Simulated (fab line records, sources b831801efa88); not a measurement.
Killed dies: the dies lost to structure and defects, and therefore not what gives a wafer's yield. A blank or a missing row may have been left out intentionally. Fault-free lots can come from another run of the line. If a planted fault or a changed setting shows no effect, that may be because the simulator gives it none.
Which tool is to blame? ; flow sky130 ; 45 wafers from 15 lots sampled at 2 of the route's 708 steps

## WHAT THE GAUGES SHOWED, per wafer
The record holds no reading of a measuring or inspecting step that can be judged against a usual standard deviation.

## EACH LOT AND THE TOOL THAT RAN IT (in order: tool; ch and the chambers of the sampled wafers; start)
lot;SKY_SONOS_ONO_SOFTBAKE_09;SKY_SONOS_ONO_STRIP_17
L274;litho track-03 ch 0, day 12 18:45;plasma asher-03 ch 0,1, day 13 07:07
L273;litho track-04 ch 0, day 12 20:13;plasma asher-01 ch 0,1, day 13 09:19
L280;litho track-04 ch 0, day 14 15:04;plasma asher-03 ch 0,1, day 15 04:24
L281;litho track-04 ch 0, day 14 19:07;plasma asher-03 ch 0,1, day 15 08:16
L282;litho track-04 ch 0, day 15 06:07;plasma asher-04 ch 0,1, day 15 20:31
L283;litho track-03 ch 0, day 15 18:27;plasma asher-01 ch 0,1, day 16 08:48
L285;litho track-03 ch 0, day 16 03:39;plasma asher-01 ch 0,1, day 16 17:19
L289;litho track-01 ch 0, day 17 09:26;plasma asher-03 ch 0,1, day 17 23:44
L290;litho track-03 ch 0, day 17 21:22;plasma asher-01 ch 0,1, day 18 12:55
L291;litho track-04 ch 0, day 18 05:19;plasma asher-03 ch 0,1, day 18 21:22
L292;litho track-01 ch 0, day 18 10:25;plasma asher-01 ch 0,1, day 19 01:45
L293;litho track-01 ch 0, day 18 20:04;plasma asher-03 ch 0,1, day 19 11:37
L294;litho track-03 ch 0, day 19 07:46;plasma asher-03 ch 0,1, day 20 00:15
L296;litho track-04 ch 0, day 19 14:31;plasma asher-04 ch 1, day 20 06:13
L295;litho track-03 ch 0, day 19 15:54;plasma asher-03 ch 0,1, day 20 07:43
- SKY_SONOS_ONO_SOFTBAKE_09: time 60 s.
- SKY_SONOS_ONO_STRIP_17: strips in O2/N2.

## AS READ BY THE TOOLS THEMSELVES (means over the sampled wafers that have a number; for cases with no such wafer, the mark the record gives instead)
SKY_SONOS_ONO_SOFTBAKE_09.
lot;tool;heater power total W (W);run length s (s)
L274;litho track-03;56.65;89.40
L273;litho track-04;56.60;89.21
L280;litho track-04;62.85;77.28
L281;litho track-04;62.84;77.32
L282;litho track-04;62.90;77.31
L283;litho track-03;56.56;89.22
L285;litho track-03;56.61;89.23
L289;litho track-01;56.58;89.48
L290;litho track-03;56.58;89.36
L291;litho track-04;56.57;89.23
L292;litho track-01;56.58;89.43
L293;litho track-01;56.60;89.43
L294;litho track-03;56.57;89.29
L296;litho track-04;56.59;89.21
L295;litho track-03;56.56;89.32

SKY_SONOS_ONO_STRIP_17.
lot;tool;drypump motor current A (A);oes product au (a.u.);strip time to endpoint s (s)
L274;plasma asher-03;5.8;0.708;14.11
L273;plasma asher-01;6.0;0.705;14.14
L280;plasma asher-03;5.8;0.708;14.20
L281;plasma asher-03;5.8;0.707;14.21
L282;plasma asher-04;5.9;0.708;14.20
L283;plasma asher-01;6.1;0.703;14.13
L285;plasma asher-01;6.1;0.714;14.10
L289;plasma asher-03;5.8;0.714;14.14
L290;plasma asher-01;6.0;0.705;14.10
L291;plasma asher-03;5.8;0.710;14.11
L292;plasma asher-01;6.0;0.713;14.08
L293;plasma asher-03;5.6;0.713;14.12
L294;plasma asher-03;5.6;0.710;14.12
L296;plasma asher-04;6.0;0.712;14.04
L295;plasma asher-03;5.6;0.708;14.13

## THE ANSWER, worked out from the rows above alone
Rule: usual is defined by the lots themselves. Put in order of their means at a reading, lots are off if they are a third of the lots or fewer, leave a main group of 4 or more, and stand apart from it by a gap of 3 or more times the standard deviation of the main group's means; of several such gaps the widest counts. Not used: any main group whose means are identical at the precision the tables above print for the reading. A lot without any number at a reading at which 4 lots or more have one is off too. Any other lot the step has rows for is counted as sound. The gauges are gone through in route order, then the tools' own readings, and for those a lot's mean is taken as printed above. At the first step where some lot is off, the reading lying furthest off is the one used; lots without a number count as furthest.
Off: L280, L281, L282, at SKY_SONOS_ONO_SOFTBAKE_09 (heater power total W). For the main group the mean is 56.59 W and the standard deviation 0.024.
If a tool, at that step or one of the process steps before it, ran each lot that is off and ran no sound lot following the first of them, it fits. No candidate that was tried fits.

## WHAT WAS PUT IN BY THE SIMULATOR
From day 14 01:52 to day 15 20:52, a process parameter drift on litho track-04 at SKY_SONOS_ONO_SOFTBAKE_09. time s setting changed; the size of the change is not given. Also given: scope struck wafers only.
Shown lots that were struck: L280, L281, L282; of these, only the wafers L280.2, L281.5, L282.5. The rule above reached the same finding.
